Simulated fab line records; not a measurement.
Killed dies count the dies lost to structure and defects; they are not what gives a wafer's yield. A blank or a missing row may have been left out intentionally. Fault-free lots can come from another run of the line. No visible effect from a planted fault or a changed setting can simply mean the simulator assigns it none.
Code-filled problem report in 8D (eight disciplines) form -- flow sky130 -- the parts of the form that need people (team, actions taken, sign-off) are left out

1. WHAT IS WRONG
At SKY_VT_ADJUST_HVTR_IMPLANT_09, end station pressure torr averages 6.90e-05 Torr over 6 wafers from 2 lots, while fault-free wafers read 4.99e-06 Torr, standard deviation 2.6e-07. That is +99 or more standard deviations from the usual mean.
First observed at day 11 03:11: wafer L567.3, on implanter-01. At this step, 33 wafers from 11 lots have a number in the record. Rule for "out" (also "out of limits"): further than 4 standard deviations from the usual mean. The rest of the wafers with a number are treated as sound.

2. WHAT IT IS; WHAT IT IS NOT
question,is,is not
which readings at this step,end station pressure torr,-
which lots,"L567, L569","L561, L572, L573, L574, L575, L578, L579, L581, L583"
which wafers of those lots,all that have a number,-
read on which tools,implanter-01,"implanter-03, implanter-04"
when,from day 11 03:11,"up to then (3 sound wafers); but 24 sound wafers of L572, L573, L574, L575, L578, L579, L581, L583 came after"

3. WHAT RULES OUT EACH SUSPECT
Counting: a tool stays on the suspect list if, at a process step up to the reading, it processed all lots that are out and no sound lot following the first of them.
- implanter-01 at SKY_VT_ADJUST_HVTR_IMPLANT_09: ruled out as a lasting fault. Following L567 (day 11 03:11), the first lot on it that is out, the sound lots L578, L583, L581, L579 were run on it.
Left after counting: nothing in the record.

4. THE CAUSE (what the simulator had put in)
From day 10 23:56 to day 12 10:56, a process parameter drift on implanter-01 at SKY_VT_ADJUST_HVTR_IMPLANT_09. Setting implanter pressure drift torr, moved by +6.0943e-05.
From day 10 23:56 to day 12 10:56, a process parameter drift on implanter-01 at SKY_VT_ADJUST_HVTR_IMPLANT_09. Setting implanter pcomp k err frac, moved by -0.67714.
Counting ruled it out, wrongly.

5. SEQUENCE OF EFFECTS, ordered by route
Each row: a reading where the mean over the struck wafers with a number is more than 3 standard deviations away from the usual. Readings are gone through only where the record gives a usual standard deviation; hours: the median, over the lots, of the time from a lot's start at the first step in this table giving one to that lot's start at this step; sigmas: the change measured in usual standard deviations.
hours,step,reading,usual,on struck wafers,change,sigmas
0,SKY_VT_ADJUST_HVTR_IMPLANT_09,beam on s,10.03 s,10.80,+0.77,+3.8
0,SKY_VT_ADJUST_HVTR_IMPLANT_09,end station pressure torr,4.99e-06 Torr,6.90e-05,+6.41e-05,+99 or more
0,SKY_VT_ADJUST_HVTR_IMPLANT_09,faraday current uA,11.81,10.61,-1.21,-5.0
0,SKY_VT_ADJUST_HVTR_TW_MEAS_11,VT_ADJUST_HVTR_TW,209.8,213.6,+3.8,+3.1
Process steps it contains:
- SKY_VT_ADJUST_HVTR_IMPLANT_09

6. WHAT WOULD HAVE CAUGHT IT SOONER
In this record the first reading out of limits was taken at day 11 03:11, 3 hours after the fault began at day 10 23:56.
